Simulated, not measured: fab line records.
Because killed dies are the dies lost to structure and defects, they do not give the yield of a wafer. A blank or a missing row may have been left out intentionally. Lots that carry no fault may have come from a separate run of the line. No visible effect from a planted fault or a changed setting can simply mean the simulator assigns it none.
Which of the tools did it?	flow gf180mcu	Sampling: 12 lots, 36 wafers, 4 of 602 route steps

== WHAT THE GAUGES SHOWED, per wafer ==
GF_M3_THK_MEAS_06: measures by xrf. Usual: for M3_ALCU_THK the level is 458 nm and the standard deviation is 4.6.
lot	measured	on	M3_ALCU_THK (nm)	flag
L769	day 20 09:49	film-metro-04	464 465 459	
L771	day 21 19:41	film-metro-04	466 461 458	
L776	day 23 07:11	film-metro-02	463 462 465	
L777	day 23 23:08	film-metro-01	460 466 458	
L781	day 24 15:41	film-metro-01	456 453 447	
L782	day 25 10:56	film-metro-01	452 457 454	
L783	day 25 12:24	film-metro-04	455 448 462	
L784	day 25 23:49	film-metro-04	458 458 459	
L785	day 26 00:46	film-metro-01	462 460 461	
L786	day 26 04:31	film-metro-04	460 457 459	
L789	day 26 21:47	film-metro-01	458 461 458	
L788	day 27 01:31	film-metro-04	458 459 457	

GF_V3_CD_MEAS_14 targets a cd of 260 nm. Usual: cd-nm 259.8 nm, standard deviation 1.4.
lot	measured	on	cd-nm (nm)	flag
L769	day 22 09:37	cd-sem-02	261.8 261.8 262.7	
L771	day 23 19:11	cd-sem-02	260.0 259.3 261.0	
L776	day 25 05:43	cd-sem-02	260.9 259.5 258.4	
L777	day 25 20:12	cd-sem-02	273.9 272.9 272.9	OFF
L781	day 26 10:37	cd-sem-02	269.2 268.8 268.7	OFF
L782	day 27 04:51	cd-sem-01	260.2 259.9 259.2	
L783	day 27 06:14	cd-sem-01	260.5 259.9 260.6	
L784	day 27 16:43	cd-sem-01	261.7 262.2 260.3	
L785	day 27 19:14	cd-sem-01	258.7 258.5 258.8	
L786	day 27 22:22	cd-sem-01	260.9 259.9 259.4	
L789	day 28 13:31	cd-sem-01	257.9 257.4 257.7	
L788	day 28 18:26	cd-sem-02	257.9 257.3 256.7	

== EACH LOT AND THE TOOL THAT RAN IT (in order: tool; ch and the chambers of the sampled wafers; start) ==
lot	GF_V3_CVD_02	GF_V3_EXPOSE_11
L769	pecvd-03 ch 1,2, day 21 10:02	krf-scanner-01 ch 0, day 21 22:16
L771	pecvd-03 ch 0,1, day 22 19:46	krf-scanner-02 ch 0, day 23 07:18
L776	pecvd-03 ch 0,2, day 24 06:58	krf-scanner-02 ch 0, day 24 19:31
L777	pecvd-03 ch 0,2, day 24 21:58	krf-scanner-02 ch 0, day 25 09:26
L781	pecvd-04 ch 0,2, day 25 13:46	krf-scanner-02 ch 0, day 26 00:41
L782	pecvd-01 ch 0,1,2, day 26 08:17	krf-scanner-01 ch 0, day 26 19:04
L783	pecvd-01 ch 0,1,2, day 26 09:22	krf-scanner-01 ch 0, day 26 20:11
L784	pecvd-03 ch 0,1,2, day 26 20:37	krf-scanner-01 ch 0, day 27 07:07
L785	pecvd-04 ch 0,1,2, day 26 22:40	krf-scanner-01 ch 0, day 27 09:36
L786	pecvd-03 ch 1,2, day 27 01:35	krf-scanner-01 ch 0, day 27 12:49
L789	pecvd-04 ch 1,2, day 27 17:59	krf-scanner-01 ch 0, day 28 04:23
L788	pecvd-04 ch 0,1,2, day 27 22:56	krf-scanner-01 ch 0, day 28 09:26
- GF_V3_CVD_02: deposits SiO2 from TEOS, target thk 850 nm, time 94.851 s.
- GF_V3_EXPOSE_11: exposes mask Via3, target cd 260 nm.

== WHAT THE TOOLS THEMSELVES READ (means of the sampled wafers that have a number; where no wafer has one, the mark that the record gives instead) ==
GF_V3_CVD_02. Usual: heater-power-w 673 W, standard deviation 140.
lot	tool	heater-power-w (W)	flag
L769	pecvd-03	565	
L771	pecvd-03	615	
L776	pecvd-03	589	
L777	pecvd-03	572	
L781	pecvd-04	776	
L782	pecvd-01	716	
L783	pecvd-01	679	
L784	pecvd-03	599	
L785	pecvd-04	711	
L786	pecvd-03	600	
L789	pecvd-04	660	
L788	pecvd-04	754	

GF_V3_EXPOSE_11. Usual: exposure-dose-mJ-cm2 38.09, standard deviation 0.17.
lot	tool	exposure-dose-mJ-cm2	flag
L769	krf-scanner-01	38.26	
L771	krf-scanner-02	37.88	
L776	krf-scanner-02	37.90	
L777	krf-scanner-02	41.11	OFF
L781	krf-scanner-02	40.51	OFF
L782	krf-scanner-01	38.26	
L783	krf-scanner-01	38.26	
L784	krf-scanner-01	38.24	
L785	krf-scanner-01	38.27	
L786	krf-scanner-01	38.27	
L789	krf-scanner-01	38.19	
L788	krf-scanner-01	38.24	

== THE ANSWER, worked out from the rows above alone ==
Rule: take the mean of a lot's wafers that have a number; if it is more than 3 standard deviations from the usual mean, the lot is off. A lot without any number at a reading at which 4 lots or more have one is off too. Any other lot the step has rows for is counted as sound. Order of review: gauges by route order, followed by the tools' own readings, for which a lot's mean as printed above is used. The first step at which some lot is off is used, and at that step the reading that is off furthest; a lot without a number counts as furthest.
Off: L777, L781, at GF_V3_CD_MEAS_14 (cd-nm).
A tool fits if, at a process step before that reading, it ran every lot that is off, and no sound lot after the first of them. Not tried: the gauges at GF_V3_CD_MEAS_14; whatever is off there is also off at GF_V3_EXPOSE_11, on other tools, and gauge error can't account for it. One fits: krf-scanner-02 at GF_V3_EXPOSE_11. Its last sound lot is L776 (day 24 19:31), its first lot that is off L777 (day 25 09:26): a fault that began between those two fits.
On the lots that are off, the tool's own readings at GF_V3_EXPOSE_11 differ by more than 5 times the standard deviation of the sound lots' means, which bears it out; exposure-dose-mJ-cm2 reads 40.81 there versus 38.18 on the sound lots.

== WHAT THE SIMULATOR PUT IN ==
Drift in process parameters on krf-scanner-02 at GF_V3_EXPOSE_11, starting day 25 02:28. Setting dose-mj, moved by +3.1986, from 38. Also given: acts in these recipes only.
Shown lots that were struck: L777, L781. This agrees with what the rule above found.
